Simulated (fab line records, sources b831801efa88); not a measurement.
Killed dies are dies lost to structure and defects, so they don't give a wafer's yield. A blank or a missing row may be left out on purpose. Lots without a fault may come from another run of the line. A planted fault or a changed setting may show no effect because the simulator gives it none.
Chamber matching | flow sky130 | SKY_LI_CONTACT_ETCH_15 on rie_diel-03: 4 sister chambers
The step etches PSG in C4F8/O2/Ar, stops on Si, target depth 600 nm. 4 wafers are shown with their chamber, then 8 later ones without.

WAFERS WITH THEIR CHAMBER
wafer  | chamber | oes_product_au (a.u.)
L732.5 | 0       | 0.842
L736.1 | 3       | 0.838
L736.6 | 1       | 0.845
L737.1 | 2       | 0.836

WAFERS WITHOUT THEIR CHAMBER
wafer  | oes_product_au (a.u.)
L737.4 | 0.840
L737.5 | 0.828
L745.1 | 0.839
L745.3 | 0.852
L745.6 | 0.841
L748.2 | 0.835
L748.5 | 0.842
L748.6 | 0.843

WHICH CHAMBER EACH WENT THROUGH
wafer  | from the rows above               | in truth
L737.4 | can't be placed: 0 or 3 or 2 or 1 | 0
L737.5 | can't be placed: 2 or 3 or 0      | 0
L745.1 | can't be placed: 3 or 0 or 2 or 1 | 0
L745.3 | can't be placed: 1 or 0 or 3      | 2
L745.6 | can't be placed: 0 or 3 or 1 or 2 | 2
L748.2 | can't be placed: 2 or 3 or 0      | 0
L748.5 | can't be placed: 0 or 1 or 3 or 2 | 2
L748.6 | can't be placed: 0 or 1 or 3 or 2 | 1
Placed correctly: 0 of 8. Can't be placed from these rows: 8 (the true chamber is among the candidates in 7). Placed wrongly: 0.
How it was worked out, from the rows above alone: a wafer's distance from a chamber is the root of the sum, over the readings, of the square of ((its reading less the chamber's mean) divided by the reading's scatter). The wafer belongs to the nearest chamber; if the next one is less than 2 further off, it can't be placed. A chamber's mean is the mean of its shown wafers. The scatter: with one shown wafer a chamber, the root of the mean of the squares of how far each hidden wafer lies from its nearest shown one.
